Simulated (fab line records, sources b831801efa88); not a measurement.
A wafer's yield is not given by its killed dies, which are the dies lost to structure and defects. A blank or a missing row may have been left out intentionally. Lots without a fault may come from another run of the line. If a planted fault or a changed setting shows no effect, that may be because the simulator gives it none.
Matching of chambers :: flow sky130 :: SKY_CONTACT_ETCH_16 on rie-diel-04: 4 sister chambers
The step etches BARC in N2/H2, stops on SiO2, time 45.9 s, target depth 60 nm. 8 wafers are shown with their chamber, then 7 later ones without.

EACH WAFER AND ITS CHAMBER
wafer: L203.5
chamber: 0
drypump-motor-current-A (A): 5.3
throttle-valve-pct (%): 13.221

wafer: L203.6
chamber: 3
drypump-motor-current-A (A): 6.2
throttle-valve-pct (%): 13.221

wafer: L207.6
chamber: 1
drypump-motor-current-A (A): 5.9
throttle-valve-pct (%): 13.234

wafer: L209.1
chamber: 1
drypump-motor-current-A (A): 5.9
throttle-valve-pct (%): 13.221

wafer: L209.3
chamber: 2
drypump-motor-current-A (A): 5.5
throttle-valve-pct (%): 13.226

wafer: L209.4
chamber: 3
drypump-motor-current-A (A): 6.2
throttle-valve-pct (%): 13.240

wafer: L213.1
chamber: 2
drypump-motor-current-A (A): 5.5
throttle-valve-pct (%): 13.216

wafer: L213.2
chamber: 0
drypump-motor-current-A (A): 5.4
throttle-valve-pct (%): 13.219

WAFERS WITHOUT THEIR CHAMBER
wafer: L213.3
drypump-motor-current-A (A): 5.9
throttle-valve-pct (%): 13.224

wafer: L214.4
drypump-motor-current-A (A): 5.5
throttle-valve-pct (%): 13.220

wafer: L214.5
drypump-motor-current-A (A): 5.5
throttle-valve-pct (%): 13.234

wafer: L214.6
drypump-motor-current-A (A): 6.2
throttle-valve-pct (%): 13.220

wafer: L219.1
drypump-motor-current-A (A): 6.2
throttle-valve-pct (%): 13.237

wafer: L219.4
drypump-motor-current-A (A): 5.9
throttle-valve-pct (%): 13.242

wafer: L219.5
drypump-motor-current-A (A): 5.3
throttle-valve-pct (%): 13.216

THE CHAMBER EACH PASSED THROUGH
wafer: L213.3
from the rows above: 1
in truth: 1

wafer: L214.4
from the rows above: 2
in truth: 2

wafer: L214.5
from the rows above: 2
in truth: 2

wafer: L214.6
from the rows above: 3
in truth: 3

wafer: L219.1
from the rows above: 3
in truth: 3

wafer: L219.4
from the rows above: 1
in truth: 1

wafer: L219.5
from the rows above: 0
in truth: 0
Correct placement for 7 of the 7. Not placeable from these rows: 0. Wrongly placed: 0.
How it was worked out, from the rows above alone: a wafer's distance from a chamber is the root of the sum, over the readings, of the square of ((its reading less the chamber's mean) divided by the reading's scatter). If the next closest chamber is less than 2 further off than the closest, the wafer can't be placed; otherwise it belongs to the closest. Each chamber's mean is taken over the wafers shown for it. How the scatter is found: for the shown wafers, subtract from each reading the mean of its chamber, square and add these, divide the total by (wafers less chambers), then take the root.
